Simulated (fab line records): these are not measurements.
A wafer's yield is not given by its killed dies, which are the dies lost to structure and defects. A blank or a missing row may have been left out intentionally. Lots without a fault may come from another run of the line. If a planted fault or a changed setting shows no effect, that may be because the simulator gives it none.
A lot that was struck, set against a sound lot ; flow sky130 ; 32 steps out of a route of 708
Sound: the wafers L970.3, L970.4, L970.5. Struck: wafer L974.5. (L974.3, L974.4 of the same lot were not struck and are left out.) The cause comes at the end.
Per side, at each step with rows, come the tool, then ch with its chambers, and then its first start. Under that, the readings that differ: sound wafers ; struck wafers ; difference of the means ; sigmas: that difference in standard deviations of wafers without a fault.
alike: same words and numbers on both sides, and readings whose means sit less than 2 such deviations apart. not compared: any withheld reading, any reading some wafer has no value for, any bound like >300 that may hide the same value, and any number with overlapping values for which the record gives no deviation.
A row with sigmas, a row that says differs or no value, or rows on one side alone: a step with any of these is where the two part. When numbers do not overlap yet have no deviation, they are printed without sigmas and do not part them. A reading missing from all wafers of one side parts the sides only when that side holds two or more wafers.

SKY_CONTACT_ETCH_18: etches Si3N4 in CHF3/O2, stops on TiN, time 39 s, target depth 75 nm.
  sound: rie_diel-04 ch 1,2; struck: rie_diel-04 ch 3
reading;sound;struck;difference;sigmas
drypump_motor_current_A (A);4.8 4.9 4.9;5.9;+1.0;+2
  alike: chamber_pressure_mTorr, oes_product_au, throttle_valve_pct
  not compared: rf_hours_counter_h
then, 5 steps without rows for these wafers: SKY_CONTACT_STRIP_19 (strips in O2/N2); SKY_CONTACT_STRIP_20 (strips in post etch residue remover, time 1200 s); SKY_CONTACT_CLEAN_21 (cleans in IPA, time 180 s); SKY_CONTACT_CLEAN_22 (cleans in O3/DIW); SKY_CONTACT_SPUTTER_23 (material TiN, target thk 20 nm, time 80 s).
SKY_CONTACT_CVD_24: deposits W, target thk 340 nm, time 102.12 s.
  sound on cvd_w-02 ch 0,1, day 35 19:25; struck on cvd_w-01 ch 1, day 36 23:10
  alike: chamber_pressure_Torr, heater_power_w
  not compared: since_wet_clean_h
SKY_CONTACT_RS_MEAS_25: measures by four-point-probe.
  sound on film_metro-03, day 35 19:32; struck on film_metro-01, day 36 23:17
  alike: CONTACT_W_RS
SKY_CONTACT_THK_MEAS_26: measures by xrf.
  sound on film_metro-03, day 35 19:38; struck on film_metro-01, day 36 23:23
reading;sound;struck;difference;sigmas
CONTACT_W_THK (nm);342 342 343;332;-10;-2
then, 3 steps without rows for these wafers: SKY_CONTACT_CMP_27 (polishes, stops on SiO2, t overpolish 15 s, target thk 0 nm); SKY_METAL1_SPUTTER_00 (material Ti, target thk 15 nm, time 10 s); SKY_METAL1_SPUTTER_01 (material TiN, target thk 20 nm, time 16.7 s).
SKY_METAL1_SPUTTER_02: material AlCu, target thk 250 nm, time 13.3 s.
  sound on pvd_sputter-04, day 35 20:01; struck on pvd_sputter-04, day 36 23:46
reading;sound;struck;difference;sigmas
throttle_valve_pct (%);30.8 28.2 28.1;31.2;+2.2;+2
model.AlCu_of_METAL1_SPUTTER_02.thk_nm (nm);255.4 250.4 252.3;455.8;+203.1;
  alike: chamber_pressure_pa
SKY_METAL1_SPUTTER_03: material Ti, target thk 5 nm, time 3.3 s.
  sound on pvd_sputter-04, day 35 20:03; struck on pvd_sputter-04, day 36 23:48
reading;sound;struck;difference;sigmas
throttle_valve_pct (%);31.0 28.4 28.3;31.1;+1.9;+2
  alike: chamber_pressure_pa
SKY_METAL1_SPUTTER_04: material TiN, target thk 70 nm, time 58.3 s.
  sound on pvd_sputter-04, day 35 20:04; struck on pvd_sputter-04, day 36 23:49
reading;sound;struck;difference;sigmas
throttle_valve_pct (%);31.0 28.1 28.3;31.0;+1.9;+2
  alike: chamber_pressure_pa
SKY_METAL1_RS_MEAS_05: measures by four-point-probe.
  sound on film_metro-03, day 35 20:09; struck on film_metro-04, day 36 23:54
reading;sound;struck;difference;sigmas
METAL1_ALCU_RS (ohm/sq);0.1240 0.1264 0.1256;0.0690;-0.0563;-40
SKY_METAL1_THK_MEAS_06: measures by xrf.
  sound on film_metro-03, day 35 20:15; struck on film_metro-04, day 37 00:00
reading;sound;struck;difference;sigmas
METAL1_ALCU_THK (nm);258.9 253.6 255.9;460.2;+204.1;+76
then, 8 steps without rows for these wafers: SKY_METAL1_DEHYDRATE_07 (time 60 s); SKY_METAL1_HMDS_08 (prime time 60 s); SKY_METAL1_COAT_09 (resist thk 60 nm); SKY_METAL1_COAT_10 (resist thk 450 nm); SKY_METAL1_SOFTBAKE_11 (time 88.02 s); SKY_METAL1_EXPOSE_12 (exposes mask MM1, target cd 140 nm); SKY_METAL1_PEB_13; SKY_METAL1_DEVELOP_14 (develop time 60 s).
SKY_METAL1_CD_MEAS_15: target cd 140 nm.
  sound on cd_sem-02, day 36 22:06; struck on cd_sem-02, day 38 02:04
  alike: cd_nm
SKY_METAL1_OVL_MEAS_16:
  sound on overlay-01, day 36 22:11; struck on overlay-02, day 38 02:10
  alike: METAL1_OVL
SKY_METAL1_DESCUM_17: chemistry O2, time 8 s.
  sound on rie_metal-02 ch 0,1, day 36 22:13; struck on rie_metal-01 ch 0, day 38 02:11
  alike: chamber_pressure_mTorr, drypump_motor_current_A, oes_product_au, temp_c
  not compared: rf_hours_counter_h
then, 1 step without rows for these wafers: SKY_METAL1_ETCH_18 (etches BARC in N2/H2, stops on SiO2, time 45.9 s, target depth 60 nm).
SKY_METAL1_METAL_ETCH_19: etches the open film in Cl2/BCl3, stops on SiO2, target depth 360 nm, time 78 s.
  sound on rie_metal-02 ch 0,1, day 36 22:20; struck on rie_metal-01 ch 0, day 38 02:19
reading;sound;struck;difference;sigmas
oes_product_au (a.u.);0.858 0.855 0.855;0.991;+0.135;+23
  alike: chamber_pressure_mTorr, drypump_motor_current_A, throttle_valve_pct
  not compared: rf_hours_counter_h
then, 1 step without rows for these wafers: SKY_METAL1_STRIP_20 (strips in O2/N2).
-- the record jumps here: 11 days lie between the struck wafers' starts before and after (it left off in module METAL1 and takes up again in module PAD_OPEN, whose first step shown is number 708 of the route) --
SKY_PAD_OPEN_PROBE_99:
  rows exist in the record for the struck wafers here (prober-01, day 49 14:02), but not for the sound ones

WHERE THEY PART
Earliest at SKY_CONTACT_ETCH_18; latest, in this record, at SKY_PAD_OPEN_PROBE_99.

WHY: what had been put in by the simulator
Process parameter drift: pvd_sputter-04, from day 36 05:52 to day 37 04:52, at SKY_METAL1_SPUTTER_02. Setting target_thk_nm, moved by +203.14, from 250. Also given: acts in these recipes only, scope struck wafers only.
